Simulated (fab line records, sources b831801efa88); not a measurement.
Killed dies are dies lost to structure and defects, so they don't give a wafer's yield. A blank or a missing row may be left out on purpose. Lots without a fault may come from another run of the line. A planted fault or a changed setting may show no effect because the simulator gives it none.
Which tool did it? | flow sky130 | 12 lots, 36 wafers sampled, at 5 steps of a route of 708

WHAT THE GAUGES READ, wafer by wafer
The record holds no reading of a measuring or inspecting step that can be judged against a usual standard deviation.

WHICH TOOL RAN EACH LOT (tool, then ch and the chambers of the sampled wafers, then the start)
lot  | SKY_SONOS_ONO_ETCH_15              | SKY_CONTACT_ETCH_16                | SKY_VIA1_STRIP_16                    | SKY_VIA2_CMP_02               | SKY_PAD_OPEN_PROBE_99
L674 | rie_diel-03 ch 1,2,3, day 12 12:33 | rie_diel-04 ch 0,1,3, day 31 10:32 | plasma_asher-02 ch 0,1, day 33 20:41 | cmp-02 ch 0,1,3, day 35 01:54 | prober-01, day 45 14:45
L675 | rie_diel-01 ch 1,2, day 13 00:11   | rie_diel-04 ch 0,1,3, day 31 18:53 | plasma_asher-02 ch 0,1, day 34 04:50 | cmp-01 ch 0,1,2, day 35 09:59 | prober-02, day 45 19:46
L676 | rie_diel-02 ch 0,1, day 13 03:23   | rie_diel-03 ch 1,3, day 32 03:26   | plasma_asher-01 ch 0,1, day 34 12:19 | cmp-01 ch 0,1,3, day 35 17:05 | prober-01, day 46 02:24
L677 | rie_diel-02 ch 0,2, day 13 14:38   | rie_diel-01 ch 1,2,3, day 32 16:18 | plasma_asher-01 ch 0,1, day 34 23:37 | cmp-01 ch 0,1,2, day 36 04:37 | prober-02, day 46 11:16
L678 | rie_diel-01 ch 0,2,3, day 14 01:42 | rie_diel-01 ch 0,1,3, day 33 03:23 | plasma_asher-02 ch 0,1, day 35 11:34 | cmp-02 ch 0,1,3, day 36 16:34 | prober-01, day 46 22:17
L679 | rie_diel-03 ch 0,2,3, day 14 07:14 | rie_diel-01 ch 0,1,2, day 33 06:32 | plasma_asher-04 ch 0,1, day 35 14:31 | cmp-01 ch 0,2,3, day 36 19:04 | prober-02, day 46 23:49
L680 | rie_diel-02 ch 0,1,3, day 14 17:42 | rie_diel-01 ch 0,3, day 33 18:38   | plasma_asher-01 ch 0,1, day 36 00:27 | cmp-01 ch 1,3, day 37 05:13   | prober-01, day 47 06:24
L682 | rie_diel-02 ch 1,2,3, day 15 06:24 | rie_diel-03 ch 0,3, day 34 03:23   | plasma_asher-04 ch 0,1, day 36 10:28 | cmp-02 ch 0,1, day 37 14:11   | prober-01, day 47 13:44
L687 | rie_diel-02 ch 0,1, day 17 07:59   | rie_diel-03 ch 0,1,2, day 36 01:22 | plasma_asher-02 ch 0,1, day 38 07:52 | cmp-01 ch 1,2,3, day 39 11:20 | prober-02, day 48 22:08
L688 | rie_diel-02 ch 0,1,2, day 17 13:38 | rie_diel-03 ch 0,2, day 36 10:58   | plasma_asher-02 ch 0,1, day 38 16:58 | cmp-02 ch 1,2,3, day 39 20:42 | prober-01, day 49 05:10
L693 | rie_diel-03 ch 0,2,3, day 19 17:26 | rie_diel-04 ch 1,3, day 38 01:56   | plasma_asher-02 ch 0,1, day 40 06:34 | cmp-02 ch 1,2,3, day 41 08:22 | prober-02, day 50 08:35
L697 | rie_diel-02 ch 1,2, day 20 08:35   | rie_diel-04 ch 1,2,3, day 38 16:20 | plasma_asher-01 ch 0,1, day 40 19:34 | cmp-02 ch 2,3, day 41 22:00   | prober-01, day 50 17:32
- SKY_SONOS_ONO_ETCH_15: etches the open film in CHF3/O2, target depth 19.52 nm, time 7.8 s.
- SKY_CONTACT_ETCH_16: etches BARC in N2/H2, stops on SiO2, time 45.9 s, target depth 60 nm.
- SKY_VIA1_STRIP_16: strips in O2/N2.
- SKY_VIA2_CMP_02: polishes SiO2.
- SKY_PAD_OPEN_PROBE_99

WHAT THE TOOLS THEMSELVES READ (means of the sampled wafers that have a number; where no wafer has one, the mark that the record gives instead)
SKY_SONOS_ONO_ETCH_15.
lot  | tool        | drypump_motor_current_A (A) | oes_product_au (a.u.) | rf_fwd_power_W (W) | throttle_valve_pct (%)
L674 | rie_diel-03 | 5.7                         | 0.998                 | 590                | 8.828
L675 | rie_diel-01 | 5.3                         | 1.009                 | 589                | 8.827
L676 | rie_diel-02 | 6.0                         | 1.000                 | 591                | 8.822
L677 | rie_diel-02 | 5.8                         | 1.003                 | 592                | 8.821
L678 | rie_diel-01 | 5.6                         | 1.002                 | 592                | 8.830
L679 | rie_diel-03 | 5.5                         | 1.005                 | 588                | 8.830
L680 | rie_diel-02 | 5.9                         | 0.997                 | 591                | 8.826
L682 | rie_diel-02 | 5.7                         | 1.001                 | 589                | 8.826
L687 | rie_diel-02 | 6.2                         | 1.002                 | 591                | 8.825
L688 | rie_diel-02 | 5.9                         | 1.000                 | 590                | 8.821
L693 | rie_diel-03 | 5.5                         | 0.995                 | 586                | 8.822
L697 | rie_diel-02 | 5.8                         | 0.995                 | 591                | 8.819

SKY_CONTACT_ETCH_16.
lot  | tool        | drypump_motor_current_A (A) | oes_product_au (a.u.) | rf_fwd_power_W (W) | throttle_valve_pct (%)
L674 | rie_diel-04 | 5.8                         | 0.852                 | 495.3              | 13.228
L675 | rie_diel-04 | 5.8                         | 0.860                 | 494.9              | 13.230
L676 | rie_diel-03 | 5.2                         | 0.857                 | 496.9              | 13.221
L677 | rie_diel-01 | 5.7                         | 0.852                 | 494.7              | 13.226
L678 | rie_diel-01 | 5.9                         | 0.854                 | 496.4              | 13.228
L679 | rie_diel-01 | 5.5                         | 0.852                 | 493.9              | 13.221
L680 | rie_diel-01 | 6.0                         | 0.863                 | 496.2              | 13.232
L682 | rie_diel-03 | 5.3                         | 0.851                 | 492.7              | 13.214
L687 | rie_diel-03 | 6.0                         | 0.861                 | 494.2              | 13.229
L688 | rie_diel-03 | 6.1                         | 0.858                 | 493.7              | 13.228
L693 | rie_diel-04 | 5.7                         | 0.858                 | 496.0              | 13.226
L697 | rie_diel-04 | 5.6                         | 0.855                 | 494.7              | 13.221

SKY_VIA1_STRIP_16.
lot  | tool            | drypump_motor_current_A (A) | oes_product_au (a.u.) | strip_time_to_endpoint_s (s)
L674 | plasma_asher-02 | 5.67                        | 0.417                 | 4.480
L675 | plasma_asher-02 | 5.69                        | 0.416                 | 4.441
L676 | plasma_asher-01 | 5.88                        | 0.411                 | 4.443
L677 | plasma_asher-01 | 5.75                        | 0.417                 | 4.470
L678 | plasma_asher-02 | 5.65                        | 0.413                 | 4.461
L679 | plasma_asher-04 | 6.13                        | 0.412                 | 4.452
L680 | plasma_asher-01 | 5.88                        | 0.414                 | 4.453
L682 | plasma_asher-04 | 6.14                        | 0.412                 | 4.439
L687 | plasma_asher-02 | 5.64                        | 0.412                 | 4.429
L688 | plasma_asher-02 | 5.67                        | 0.416                 | 4.471
L693 | plasma_asher-02 | 5.65                        | 0.416                 | 4.477
L697 | plasma_asher-01 | 5.87                        | 0.419                 | 4.475

SKY_VIA2_CMP_02.
lot  | tool   | motor_current_A (A)
L674 | cmp-02 | 11.6
L675 | cmp-01 | 12.4
L676 | cmp-01 | 12.8
L677 | cmp-01 | 12.5
L678 | cmp-02 | 12.0
L679 | cmp-01 | 12.6
L680 | cmp-01 | 12.3
L682 | cmp-02 | 11.4
L687 | cmp-01 | 11.8
L688 | cmp-02 | 12.5
L693 | cmp-02 | 12.3
L697 | cmp-02 | 11.8

SKY_PAD_OPEN_PROBE_99.
lot  | tool      | killed_at_M0_to_M3 | killed_at_M4_up | killed_at_contacts | killed_at_front_end | killed_at_other | killed_dies | killed_on_rim | killed_open | killed_short
L674 | prober-01 | 41                 | 3.0             | 19                 | 20                  | 0.3             | 83          | 14            | 48          | 35
L675 | prober-02 | 49                 | 3.3             | 24                 | 14                  | 0.0             | 90          | 17            | 49          | 40
L676 | prober-01 | 43                 | 2.7             | 30                 | 12                  | 0.3             | 89          | 19            | 50          | 38
L677 | prober-02 | 45                 | 4.0             | 25                 | 13                  | 1.0             | 89          | 18            | 43          | 44
L678 | prober-01 | 42                 | 4.0             | 26                 | 14                  | 0.0             | 87          | 18            | 48          | 39
L679 | prober-02 | 42                 | 2.7             | 21                 | 17                  | 0.3             | 83          | 19            | 43          | 40
L680 | prober-01 | 37                 | 5.0             | 18                 | 12                  | 0.0             | 72          | 15            | 39          | 34
L682 | prober-01 | 37                 | 2.0             | 28                 | 18                  | 0.3             | 85          | 15            | 45          | 40
L687 | prober-02 | 37                 | 4.3             | 26                 | 32                  | 0.7             | 100         | 23            | 39          | 38
L688 | prober-01 | 39                 | 1.7             | 24                 | 25                  | 0.0             | 90          | 18            | 44          | 36
L693 | prober-02 | 47                 | 5.7             | 22                 | 12                  | 0.7             | 87          | 15            | 48          | 39
L697 | prober-01 | 48                 | 3.7             | 27                 | 16                  | 0.3             | 95          | 14            | 51          | 44

THE ANSWER, worked out from the rows above alone
Rule: what is usual is taken from the lots themselves. Put in order of their means at a reading, lots are off if they are a third of the lots or fewer, leave a main group of 4 or more, and stand apart from it by a gap of 3 or more times the standard deviation of the main group's means; of several such gaps the widest counts. A main group whose means are all the same, to the digits that the tables above print for the reading, isn't used. A lot without any number at a reading at which 4 lots or more have one is off too. The other lots that the step has rows for count as sound. The gauges are gone through in route order, then the tools' own readings, and for those a lot's mean is taken as printed above. The first step at which some lot is off is used, and at that step the reading that is off furthest; a lot without a number counts as furthest.
No lot is off at any reading shown: from this, nothing can be told.

WHAT THE SIMULATOR HAD PUT IN
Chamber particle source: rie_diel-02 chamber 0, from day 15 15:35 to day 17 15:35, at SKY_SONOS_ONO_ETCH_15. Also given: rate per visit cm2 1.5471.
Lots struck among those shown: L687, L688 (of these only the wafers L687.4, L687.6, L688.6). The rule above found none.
